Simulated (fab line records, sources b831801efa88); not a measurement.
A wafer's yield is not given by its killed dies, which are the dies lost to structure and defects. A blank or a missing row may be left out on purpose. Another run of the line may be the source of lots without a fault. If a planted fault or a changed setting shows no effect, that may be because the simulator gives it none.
fab line records    flow sky130
record lots=10  wafers=30  last_day=50
route steps=708 shown LDD_LDN@301 POLY_CUT@316 SD_P@329
lots untouched by any fault: they come from a run of this same line in which no faults occurred
start_h: hours from the record's first day to the start of the lot's first wafer shown    wait_h: hours from the lot's prior step to this one    " repeats the value in the row above    L1.1+2: a row that stands for several wafers    - no value, or no start given    * or withheld: withheld    < > ~ a bound
route shown NAME@n: names a module that has steps shown in the file, with the first one's number in the route    usual: the fault-free wafers' mean and standard deviation    same: alike in all rows    chamber/n: place in a boat    sites: the reading at each site    _std_site: how widely they spread, as a standard deviation    _edge_site: outer sites' mean less inner sites'    radius_mm: for every site, how far away it sits from the centre of the wafer    mask NAME#n: copy n    behind: the tool/chamber that last shaped the wafer    hold: what put the lot on hold/how long, in hours/how the hold closed    device: names the non-switching transistor (n, p or np)    end of line: the route-end tests of the same wafers    a step with no rows: only its recipe    killed: the dies lost at the first sort to structure and to defects; this is not the yield of the wafer    map: per-die view of a wafer (x killed, . not killed, _ where there is no die)
set.NAME: the run value of the setting; set.NAME@STEP: its run value at that earlier step    model.NAME: the simulator's own value behind a step, which no gauge read
the route's steps for a sample of lots (tables are steps, rows are wafers)
services: the hour from which a tool's chamber was out of use, counted from the record's first day as start_h (under 0 if before that day), plus the number of hours and why
## steps
# step SKY_LDD_LDN_STRIP_12
# recipe chemistry=O2/N2  power_w=1400  pressure_mtorr=1500  platen_temp_c=withheld  o2_flow_sccm=3000  n2_flow_sccm=300  overash_fraction=0.5
# usual drypump_motor_current_A=5.47/0.27  oes_product_au=0.716/0.0042  strip_time_to_endpoint_s=14.18/0.037
lot.wafer  tool             chamber  start_h  wait_h  drypump_motor_current_A  oes_product_au  rf_hours_counter_h  strip_time_to_endpoint_s
L579.1     plasma_asher-03  0        540.87   0.1     6.00                     0.714           13                  14.16
L579.5     "                1        "        "       5.96                     0.709           -                   14.17
L579.6     "                0        "        "       5.98                     0.716           -                   14.16
L580.1     plasma_asher-04  1        548.28   0.1     5.00                     0.722           75                  14.21
L580.2     "                0        "        "       5.30                     0.720           75                  14.22
L580.5     "                0        "        "       5.34                     0.724           -                   14.22
L582.2     plasma_asher-01  0        564.33   0.1     5.44                     0.719           45                  14.19
L582.3     "                0        "        "       5.44                     0.719           -                   14.21
L582.6     "                1        "        "       5.48                     0.719           -                   14.21
L591.2     plasma_asher-04  0        663.22   0.1     5.34                     0.722           88                  14.17
L591.5     "                1        "        "       4.99                     0.715           -                   14.23
L591.6     "                0        "        "       5.34                     0.713           -                   14.20
L592.1     plasma_asher-04  0        668.47   0.1     5.33                     0.719           88                  14.15
L592.3     "                1        "        "       5.00                     0.721           -                   14.13
L592.5     "                0        "        "       5.32                     0.716           -                   14.15
L593.1     plasma_asher-04  1        679.02   0.1     5.00                     0.714           89                  14.17
L593.2     "                0        "        "       5.37                     0.709           89                  14.12
L593.4     "                0        "        "       5.33                     0.721           -                   14.19
L595.1     plasma_asher-01  0        684.52   0.1     5.45                     0.722           57                  14.18
L595.2     "                1        "        "       5.47                     0.721           57                  14.19
L595.6     "                0        "        "       5.45                     0.719           -                   14.18
L598.2     plasma_asher-01  0        697.32   0.1     5.45                     0.714           58                  14.22
L598.4     "                1        "        "       5.45                     0.714           -                   14.19
L598.6     "                0        "        "       5.45                     0.723           -                   14.18
L599.1     plasma_asher-01  1        709.57   0.1     5.47                     0.709           59                  14.18
L599.4     "                0        "        "       5.45                     0.710           -                   14.17
L599.6     "                1        "        "       5.47                     0.715           -                   14.20
L600.3     plasma_asher-01  0        716.41   0.1     5.44                     0.714           -                   14.18
L600.5     "                0        "        "       5.46                     0.715           -                   14.17
L600.6     "                1        "        "       5.49                     0.717           -                   14.13
# step SKY_LDD_LDN_TW_MEAS_13
# usual LDD_LDN_TW=1472/7.9
lot.wafer  tool           chamber  start_h  wait_h  LDD_LDN_TW
L579.1     film_metro-02  -        540.97   0.1     1489
L579.5     "              -        "        "       1486
L579.6     "              -        "        "       1482
L580.1     film_metro-01  -        548.38   0.1     1464
L580.2     "              -        "        "       1466
L580.5     "              -        "        "       1468
L582.2     film_metro-03  -        564.44   0.1     1464
L582.3     "              -        "        "       1472
L582.6     "              -        "        "       1467
L591.2     film_metro-01  -        663.33   0.1     1468
L591.5     "              -        "        "       1462
L591.6     "              -        "        "       1471
L592.1     film_metro-01  -        668.57   0.1     1461
L592.3     "              -        "        "       1468
L592.5     "              -        "        "       1465
L593.1     film_metro-01  -        679.12   0.1     1470
L593.2     "              -        "        "       1469
L593.4     "              -        "        "       1487
L595.1     film_metro-02  -        684.62   0.1     1484
L595.2     "              -        "        "       1471
L595.6     "              -        "        "       1477
L598.2     film_metro-03  -        697.43   0.1     1478
L598.4     "              -        "        "       1472
L598.6     "              -        "        "       1471
L599.1     film_metro-01  -        709.67   0.1     1467
L599.4     "              -        "        "       1470
L599.6     "              -        "        "       1468
L600.3     film_metro-02  -        716.50   0.1     1478
L600.5     "              -        "        "       1475
L600.6     "              -        "        "       1479
# step SKY_POLY_CUT_OVL_MEAS_09
# usual POLY_CUT_OVL=0/5.1
lot.wafer  tool        chamber  start_h  wait_h  POLY_CUT_OVL[nm]
L579.1     overlay-02  -        572.41   0.1     2
L579.5     "           -        "        "       1
L579.6     "           -        "        "       6
L580.1     overlay-02  -        578.96   0.1     7
L580.2     "           -        "        "       2
L580.5     "           -        "        "       -1
L582.2     overlay-01  -        595.01   0.1     -11
L582.3     "           -        "        "       -6
L582.6     "           -        "        "       -10
L591.2     overlay-01  -        696.00   0.1     -4
L591.5     "           -        "        "       2
L591.6     "           -        "        "       -1
L592.1     overlay-02  -        699.20   0.1     -2
L592.3     "           -        "        "       -3
L592.5     "           -        "        "       5
L593.1     overlay-02  -        708.50   0.1     5
L593.2     "           -        "        "       6
L593.4     "           -        "        "       11
L595.1     overlay-01  -        714.26   0.1     -2
L595.2     "           -        "        "       -2
L595.6     "           -        "        "       0
L598.2     overlay-01  -        728.16   0.1     8
L598.4     "           -        "        "       5
L598.6     "           -        "        "       -1
L599.1     overlay-02  -        739.05   0.1     1
L599.4     "           -        "        "       10
L599.6     "           -        "        "       8
L600.3     overlay-01  -        746.22   0.1     4
L600.5     "           -        "        "       5
L600.6     "           -        "        "       4
# step SKY_SD_P_IMPLANT_09
# recipe species=BF2  energy_kev=20  dose_cm2=3e+15  tilt_deg=0
# usual beam_on_s=12.0/0.85  end_station_pressure_torr=1.57e-05/1.3e-06  faraday_current_uA=13696/950
lot.wafer  tool          chamber  start_h  wait_h  beam_on_s  end_station_pressure_torr  faraday_current_uA
L579.1     implanter-01  0        602.29   0.0     10.7       1.66e-05                   15173
L579.5     "             0        "        "       11.2       1.73e-05                   14508
L579.6     "             0        "        "       11.3       1.74e-05                   14257
L580.1     implanter-01  0        607.55   0.0     8.5        1.69e-05                   18932
L580.2     "             0        "        "       8.3        1.71e-05                   19576
L580.5     "             0        "        "       8.5        1.67e-05                   19042
L582.2     implanter-01  0        624.33   0.0     8.4        1.63e-05                   19387
L582.3     "             0        "        "       8.7        1.72e-05                   18787
L582.6     "             0        "        "       8.4        1.79e-05                   19281
L591.2     implanter-01  0        724.02   0.0     11.5       1.59e-05                   14148
L591.5     "             0        "        "       11.3       1.72e-05                   14345
L591.6     "             0        "        "       10.9       1.77e-05                   14821
L592.1     implanter-03  0        726.95   0.0     13.3       1.57e-05                   12303
L592.3     "             0        "        "       12.9       1.42e-05                   12660
L592.5     "             0        "        "       13.2       1.34e-05                   12411
L593.1     implanter-03  0        736.55   0.0     13.6       1.5e-05                    12060
L593.2     "             0        "        "       13.2       1.33e-05                   12442
L593.4     "             0        "        "       13.2       1.38e-05                   12394
L595.1     implanter-04  0        742.38   0.0     12.1       1.5e-05                    13448
L595.2     "             0        "        "       12.6       1.5e-05                    12966
L595.6     "             0        "        "       12.7       1.56e-05                   12897
L598.2     implanter-01  0        755.83   0.0     11.2       1.77e-05                   14528
L598.4     "             0        "        "       11.6       1.52e-05                   14030
L598.6     "             0        "        "       11.1       1.81e-05                   14567
L599.1     implanter-04  0        766.60   0.0     12.6       1.52e-05                   12899
L599.4     "             0        "        "       12.7       1.58e-05                   12806
L599.6     "             0        "        "       12.6       1.6e-05                    12972
L600.3     implanter-01  0        773.70   0.1     10.8       1.7e-05                    15074
L600.5     "             0        "        "       11.2       1.7e-05                    14538
L600.6     "             0        "        "       11.0       1.84e-05                   14693
# step SKY_SD_P_STRIP_10
# recipe chemistry=O2/N2  power_w=1400  pressure_mtorr=1500  platen_temp_c=withheld  o2_flow_sccm=3000  n2_flow_sccm=300  overash_fraction=0.5
# usual drypump_motor_current_A=5.4/0.34  oes_product_au=0.617/0.0042  strip_time_to_endpoint_s=17.49/0.042
lot.wafer  tool             chamber  start_h  wait_h  drypump_motor_current_A  oes_product_au  rf_hours_counter_h  strip_time_to_endpoint_s
L579.1     plasma_asher-02  1        602.44   0.1     5.5                      0.622           82                  17.55
L579.5     "                0        "        "       5.6                      0.619           -                   17.52
L579.6     "                1        "        "       5.5                      0.611           -                   17.51
L580.1     plasma_asher-04  0        607.70   0.1     5.3                      0.628           82                  16.98
L580.2     "                1        "        "       5.0                      0.628           82                  17.04
L580.5     "                1        "        "       5.0                      0.630           -                   17.03
L582.2     plasma_asher-03  1        624.45   0.1     5.9                      0.635           22                  16.97
L582.3     "                0        "        "       6.0                      0.629           -                   16.99
L582.6     "                0        "        "       6.0                      0.623           -                   17.01
L591.2     plasma_asher-03  0        724.14   0.1     6.0                      0.614           32                  17.56
L591.5     "                0        "        "       6.0                      0.630           -                   17.53
L591.6     "                1        "        "       5.9                      0.613           -                   17.51
L592.1     plasma_asher-04  1        727.10   0.1     5.0                      0.615           94                  17.44
L592.3     "                0        "        "       5.3                      0.617           -                   17.42
L592.5     "                0        "        "       5.3                      0.617           -                   17.46
L593.1     plasma_asher-03  0        736.70   0.1     6.0                      0.616           33                  17.46
L593.2     "                1        "        "       5.9                      0.615           33                  17.50
L593.4     "                1        "        "       5.9                      0.616           -                   17.46
L595.1     plasma_asher-04  0        742.53   0.1     5.4                      0.620           96                  17.48
L595.2     "                1        "        "       5.0                      0.607           96                  17.47
L595.6     "                0        "        "       5.4                      0.617           -                   17.49
L598.2     plasma_asher-02  0        755.96   0.1     5.6                      0.625           1                   17.53
L598.4     "                1        "        "       5.5                      0.625           -                   17.52
L598.6     "                0        "        "       5.6                      0.614           -                   17.51
L599.1     plasma_asher-03  0        766.75   0.1     6.0                      0.610           36                  17.49
L599.4     "                0        "        "       6.0                      0.615           -                   17.49
L599.6     "                0        "        "       6.0                      0.608           -                   17.46
L600.3     plasma_asher-02  1        773.83   0.1     5.5                      0.613           -                   17.46
L600.5     "                1        "        "       5.4                      0.618           -                   17.45
L600.6     "                0        "        "       5.6                      0.611           -                   17.51
# step SKY_SD_P_TW_MEAS_11
# usual SD_P_TW=2829/24
lot.wafer  tool           chamber  start_h  wait_h  hold                      SD_P_TW
L579.1     film_metro-04  -        602.54   0.1     -                         2848
L579.5     "              -        "        "       -                         2855
L579.6     "              -        "        "       -                         2842
L580.1     film_metro-02  -        607.80   0.1     await_dispo/0.2h/release  2677
L580.2     "              -        "        "       await_dispo/0.2h/release  2682
L580.5     "              -        "        "       await_dispo/0.2h/release  2678
L580.1     film_metro-02  -        608.03   0.2     -                         2684
L580.2     "              -        "        "       -                         2677
L580.5     "              -        "        "       -                         2668
L582.2     film_metro-02  -        624.56   0.1     await_dispo/0.2h/release  2667
L582.3     "              -        "        "       await_dispo/0.2h/release  2674
L582.6     "              -        "        "       await_dispo/0.2h/release  2678
L582.2     film_metro-02  -        624.79   0.2     -                         2669
L582.3     "              -        "        "       -                         2670
L582.6     "              -        "        "       -                         2664
L591.2     film_metro-02  -        724.25   0.1     -                         2842
L591.5     "              -        "        "       -                         2832
L591.6     "              -        "        "       -                         2858
L592.1     film_metro-02  -        727.20   0.1     -                         2833
L592.3     "              -        "        "       -                         2828
L592.5     "              -        "        "       -                         2846
L593.1     film_metro-02  -        736.80   0.1     -                         2842
L593.2     "              -        "        "       -                         2846
L593.4     "              -        "        "       -                         2840
L595.1     film_metro-04  -        742.63   0.1     -                         2863
L595.2     "              -        "        "       -                         2868
L595.6     "              -        "        "       -                         2873
L598.2     film_metro-01  -        756.07   0.1     -                         2807
L598.4     "              -        "        "       -                         2803
L598.6     "              -        "        "       -                         2806
L599.1     film_metro-04  -        766.85   0.1     -                         2858
L599.4     "              -        "        "       -                         2855
L599.6     "              -        "        "       -                         2845
L600.3     film_metro-04  -        773.92   0.1     -                         2854
L600.5     "              -        "        "       -                         2843
L600.6     "              -        "        "       -                         2853
# step SKY_SD_N_RS_MEAS_17
# recipe thk_meas_gauge=four-point-probe
# usual SD_P_RS=147.1/0.39
lot.wafer  tool           chamber  start_h  wait_h  hold                      SD_P_RS[ohm/sq]
L579.1     film_metro-04  -        660.95   0.1     -                         146.9
L579.5     "              -        "        "       -                         146.9
L579.6     "              -        "        "       -                         146.3
L580.1     film_metro-02  -        666.10   0.1     await_dispo/0.2h/release  150.9
L580.2     "              -        "        "       await_dispo/0.2h/release  151.0
L580.5     "              -        "        "       await_dispo/0.2h/release  150.9
L580.1     film_metro-02  -        666.57   0.5     -                         150.8
L580.2     "              -        "        "       -                         151.1
L580.5     "              -        "        "       -                         151.0
L582.2     film_metro-04  -        682.32   0.1     await_dispo/0.2h/release  151.4
L582.3     "              -        "        "       await_dispo/0.2h/release  151.7
L582.6     "              -        "        "       await_dispo/0.2h/release  151.2
L582.2     film_metro-04  -        682.60   0.3     -                         151.9
L582.3     "              -        "        "       -                         151.9
L582.6     "              -        "        "       -                         151.6
L591.2     film_metro-01  -        780.22   0.1     -                         147.1
L591.5     "              -        "        "       -                         147.4
L591.6     "              -        "        "       -                         146.8
L592.1     film_metro-02  -        782.35   0.1     -                         147.9
L592.3     "              -        "        "       -                         147.5
L592.5     "              -        "        "       -                         147.9
L593.1     film_metro-02  -        791.95   0.1     -                         147.3
L593.2     "              -        "        "       -                         147.3
L593.4     "              -        "        "       -                         147.4
L595.1     film_metro-04  -        797.55   0.1     -                         146.8
L595.2     "              -        "        "       -                         146.8
L595.6     "              -        "        "       -                         146.8
L598.2     film_metro-02  -        810.58   0.1     -                         147.0
L598.4     "              -        "        "       -                         146.7
L598.6     "              -        "        "       -                         147.2
L599.1     film_metro-02  -        820.86   0.1     -                         147.3
L599.4     "              -        "        "       -                         147.6
L599.6     "              -        "        "       -                         147.4
L600.3     film_metro-02  -        827.99   0.1     -                         147.4
L600.5     "              -        "        "       -                         147.7
L600.6     "              -        "        "       -                         147.7
## services
tool             chamber  start_h  hours  kind
implanter-01     -        527.28   5.3    repair
plasma_asher-02  -        561.19   24.3   repair
plasma_asher-02  -        561.22   2.3    repair
implanter-01     -        575.99   1.4    repair
implanter-04     -        576.89   0.8    repair
implanter-03     -        601.57   1.4    repair
plasma_asher-01  -        616.12   4.0    pm
implanter-04     -        623.29   2.2    repair
implanter-04     -        648.76   0.6    repair
implanter-03     -        657.20   2.5    repair
implanter-01     -        661.42   4.7    pm
implanter-03     -        686.93   1.8    repair
plasma_asher-02  -        691.14   0.9    repair
plasma_asher-01  -        717.59   0.9    repair
implanter-04     -        725.87   9.2    repair
plasma_asher-02  -        733.75   9.0    pm
plasma_asher-02  0        733.75   9.0    vent_cycle
plasma_asher-02  1        733.75   9.0    vent_cycle
implanter-01     -        741.41   7.7    pm
implanter-03     -        743.54   3.2    pm
plasma_asher-04  -        754.59   1.5    repair
plasma_asher-02  -        757.77   2.8    pm
plasma_asher-04  -        772.36   2.8    pm
implanter-01     -        772.41   1.2    repair
## key
first_sign step=SKY_SD_P_IMPLANT_09  reading=faraday_current_uA  direction=up  sigmas=5.8  usual=13696  struck=19168
effect step=SKY_SD_P_IMPLANT_09  reading=beam_on_s  direction=down  sigmas=4.1  usual=12.0  struck=8.5
effect step=SKY_SD_P_STRIP_10  reading=strip_time_to_endpoint_s  direction=down  sigmas=12  usual=*  struck=*
effect step=SKY_SD_P_TW_MEAS_11  reading=visit  direction=added
effect step=SKY_SD_P_TW_MEAS_11  reading=SD_P_TW  direction=down  sigmas=6.4  usual=2829  struck=2676
effect step=SKY_SD_N_RS_MEAS_17  reading=SD_P_RS  direction=up  sigmas=10  usual=147.1  struck=151.2
met_at SKY_SD_P_IMPLANT_09
struck_lots L580,L582
tester_left_out L580,L582
not_acting_at SKY_LDD_LDN_STRIP_12,SKY_LDD_LDN_TW_MEAS_13,SKY_POLY_CUT_OVL_MEAS_09
onset_between 602.29 607.55
fault kind=process_parameter_drift  tool=implanter-01  chamber=-  onset_h=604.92  steps=SKY_SD_P_IMPLANT_09  channel=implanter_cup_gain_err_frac  offset=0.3  shape=step  end_h=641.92
# tester_left_out: of these lots the tester's yield and bins aren't shown, on N5 and GAA mostly nor the transistor test; their killed dies are dies lost to structure and defects alone, not to doping, threshold or leakage, so they don't give the yield
